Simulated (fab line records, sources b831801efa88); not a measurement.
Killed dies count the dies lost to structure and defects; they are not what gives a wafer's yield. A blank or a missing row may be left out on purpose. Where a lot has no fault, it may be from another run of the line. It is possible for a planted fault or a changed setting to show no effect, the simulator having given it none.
Chamber matching || flow gf180mcu || pecvd-03 running GF_PASSIVATION_CVD_02: 3 sister chambers
The step deposits Si3N4, target thk 700 nm, time 486.18 s. 14 wafers are shown with their chamber, then 7 later ones without.

EACH WAFER AND ITS CHAMBER
{"wafer": "L138.1", "chamber": 0, "heaterPowerW (W)": 625}
{"wafer": "L138.3", "chamber": 2, "heaterPowerW (W)": 786}
{"wafer": "L138.5", "chamber": 1, "heaterPowerW (W)": 722}
{"wafer": "L139.3", "chamber": 1, "heaterPowerW (W)": 826}
{"wafer": "L139.5", "chamber": 2, "heaterPowerW (W)": 875}
{"wafer": "L139.6", "chamber": 1, "heaterPowerW (W)": 869}
{"wafer": "L140.2", "chamber": 0, "heaterPowerW (W)": 539}
{"wafer": "L140.3", "chamber": 2, "heaterPowerW (W)": 875}
{"wafer": "L140.6", "chamber": 0, "heaterPowerW (W)": 582}
{"wafer": "L142.1", "chamber": 2, "heaterPowerW (W)": 847}
{"wafer": "L142.3", "chamber": 0, "heaterPowerW (W)": 533}
{"wafer": "L142.5", "chamber": 1, "heaterPowerW (W)": 788}
{"wafer": "L149.2", "chamber": 1, "heaterPowerW (W)": 739}
{"wafer": "L149.3", "chamber": 2, "heaterPowerW (W)": 717}

SIGNATURES (averages over the wafers above)
{"reading": "heaterPowerW", "chamber 0": 569.75, "chamber 1": 788.80, "chamber 2": 820.00, "scatter within a chamber": 59.4}
Rule: a wafer's distance from a chamber is the root of the sum, over the readings, of the square of ((its reading less the chamber's mean) divided by the reading's scatter). The wafer belongs to the nearest chamber; if the next one is less than 2 further off, it can't be placed. The scatter is the square root of a quotient: the sum, over the shown wafers, of each reading's squared deviation from its chamber's mean, divided by wafers minus chambers.

WAFERS WITHOUT THEIR CHAMBER
{"wafer": "L149.6", "heaterPowerW (W)": 793}
{"wafer": "L150.1", "heaterPowerW (W)": 809}
{"wafer": "L150.2", "heaterPowerW (W)": 868}
{"wafer": "L150.3", "heaterPowerW (W)": 518}
{"wafer": "L152.3", "heaterPowerW (W)": 731}
{"wafer": "L152.5", "heaterPowerW (W)": 865}
{"wafer": "L152.6", "heaterPowerW (W)": 794}

EACH ONE'S CHAMBER
{"wafer": "L149.6", "from the rows above": "can't be placed: 1 or 2", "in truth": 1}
{"wafer": "L150.1", "from the rows above": "can't be placed: 2 or 1", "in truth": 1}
{"wafer": "L150.2", "from the rows above": "can't be placed: 2 or 1", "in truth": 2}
{"wafer": "L150.3", "from the rows above": 0, "in truth": 0}
{"wafer": "L152.3", "from the rows above": "can't be placed: 1 or 2 or 0", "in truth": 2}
{"wafer": "L152.5", "from the rows above": "can't be placed: 2 or 1", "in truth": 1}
{"wafer": "L152.6", "from the rows above": "can't be placed: 1 or 2", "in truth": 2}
1 of 7 placed correctly. These rows do not allow placing 6 (true chamber among the candidates in 6). 0 placed wrongly.
